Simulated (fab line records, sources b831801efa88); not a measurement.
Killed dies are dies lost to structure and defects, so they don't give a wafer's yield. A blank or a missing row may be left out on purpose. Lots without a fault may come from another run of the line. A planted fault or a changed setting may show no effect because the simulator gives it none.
A struck lot beside a sound one | flow sky130 | 24 steps out of a route of 708
Sound: wafers L725.2, L725.3, L725.5. Struck: wafers L742.1, L742.2, L742.3. The cause comes at the end.
At each step with rows: each side's tool, then ch and its chambers, then its first start. Under that, the readings that differ: sound wafers | struck wafers | difference of the means | sigmas: that difference in standard deviations of wafers without a fault.
alike: readings whose means differ by less than 2 such deviations, and words and numbers that are the same on both sides. not compared: withheld readings, readings that some wafer has no value for, bounds like >300 that may hide the same value, and numbers for which the record gives no deviation and whose values overlap.
The two part at a step that has a row with sigmas, a row that says differs or no value, or rows on one side only. Numbers that don't overlap but have no deviation are shown without sigmas and don't part them. A reading that every wafer of one side lacks parts them only if that side has two wafers or more.

first, 2 steps without rows for these wafers: SKY_POLY_GATE_CLEAN_19 (cleans in SC1/SC2, time 150 s); SKY_POLY_GATE_OXIDATION_20 (stabilise 600 s, purge 300 s, target thk 4 nm).
SKY_POLY_GATE_THK_MEAS_21:
  sound on film_metro-03, day 16 16:13; struck on film_metro-01, day 23 06:01
  alike: POLY_GATE_OXIDATION_THK
SKY_POLY_GATE_CD_MEAS_22:
  sound on cd_sem-02, day 16 16:18; struck on cd_sem-02, day 23 06:04
  alike: cd_nm
then, 7 steps without rows for these wafers: SKY_LDD_N_DEHYDRATE_00 (time 60 s); SKY_LDD_N_HMDS_01 (prime time 60 s); SKY_LDD_N_COAT_02 (resist thk 300 nm); SKY_LDD_N_SOFTBAKE_03 (time 60 s); SKY_LDD_N_EXPOSE_04 (exposes mask NTM, target cd 840 nm); SKY_LDD_N_PEB_05; SKY_LDD_N_DEVELOP_06 (develop time 60 s).
SKY_LDD_N_OVL_MEAS_07:
  sound on overlay-02, day 17 20:47; struck on overlay-01, day 24 12:10
  alike: LDD_N_OVL
SKY_LDD_N_IMPLANT_08:
  sound on implanter-01 ch 0, day 17 20:50; struck on implanter-02 ch 0, day 24 12:12
  reading            | sound                        | struck                           | difference  | sigmas
  beam_on_s (s)      | 10.00 9.79 9.88              | 60.90 61.64 62.58                | +51.82      | +99 or more
  dose_ions_cm2      | 7.508e+13 7.516e+13 7.51e+13 | 5.8412e+14 5.8413e+14 5.8407e+14 | +5.0899e+14 | +99 or more
  faraday_current_uA | 424 432 429                  | 540 535 529                      | +106        | +14
then, 7 steps without rows for these wafers: SKY_LDD_N_IMPLANT_09; SKY_LDD_N_IMPLANT_10; SKY_LDD_N_IMPLANT_11; SKY_LDD_N_IMPLANT_12; SKY_LDD_N_IMPLANT_13; SKY_LDD_N_IMPLANT_14; SKY_LDD_N_IMPLANT_15.
SKY_LDD_N_STRIP_16: strips in O2/N2.
  sound on plasma_asher-03 ch 0,1, day 17 22:01; struck on plasma_asher-03 ch 0,1, day 24 13:24
  reading                      | sound             | struck            | difference | sigmas
  strip_time_to_endpoint_s (s) | 4.332 4.321 4.352 | 5.478 5.468 5.500 | +1.147     | +76
  alike: drypump_motor_current_A, oes_product_au
  not compared: rf_hours_counter_h
SKY_LDD_N_TW_MEAS_17:
  sound on film_metro-02, day 17 22:08; struck on film_metro-04, day 24 13:30
  reading  | sound          | struck         | difference | sigmas
  LDD_N_TW | 2518 2514 2517 | 3014 3012 3022 | +500       | +11
then, 1 step without rows for these wafers: SKY_LDD_P_DEHYDRATE_00 (time 60 s).
-- the record jumps here: 25 days lie between the struck wafers' starts before and after (it left off in module LDD_P and takes up again in module PAD_OPEN, whose first step shown is number 708 of the route) --
SKY_PAD_OPEN_PROBE_99:
  sound on prober-02, day 46 01:16; struck on prober-02, day 49 17:37
  reading                                   | sound             | struck            | difference | sigmas
  model.etest.tip_n.rs_ohm_sq               | 438.4 439 438.4   | 266.1 266.7 264.8 | -172.7     |
  model.etest.nfet_01v8.r_on_ohm_um         | 835.3 827.8 835.1 | 736.8 764.6 752.6 | -81.4      |
  model.etest.nfet_01v8_lvt.drive_ua_um     | 575.1 581.6 576   | 652.5 643.3 646.2 | +69.8      |
  model.etest.nfet_01v8.drive_ua_um         | 498.4 509.8 507.4 | 579.7 562.8 568   | +65.0      |
  model.etest.nfet_01v8_turned.drive_ua_um  | 501.5 513.9 508   | 581.6 565.7 565.7 | +63.2      |
  model.etest.sram_nfet_pass.drive_ua_um    | 456.6 483.2 485.3 | 539.5 537.3 544.6 | +65.4      |
  model.etest.nfet_01v8_swapped.drive_ua_um | 503.4 515.8 507.1 | 561.2 555.3 554.9 | +48.4      |
  model.etest.ring_1v8.delay_ps             | 21.75 20.95 21.93 | 20.02 20.43 20.19 | -1.33      |
  alike: killed_at_M0_to_M3, killed_at_M4_up, killed_at_contacts, killed_at_front_end, killed_at_other, killed_dies, killed_open, killed_short

WHERE THEY PART
First at SKY_LDD_N_IMPLANT_08; last, within this record, at SKY_LDD_N_TW_MEAS_17. Later steps at which nothing parts them and some readings are alike: SKY_PAD_OPEN_PROBE_99.

WHY: what the simulator had put in
Process parameter drift: implanter-02, from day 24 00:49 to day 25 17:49, at SKY_LDD_N_IMPLANT_08. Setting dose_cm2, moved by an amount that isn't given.
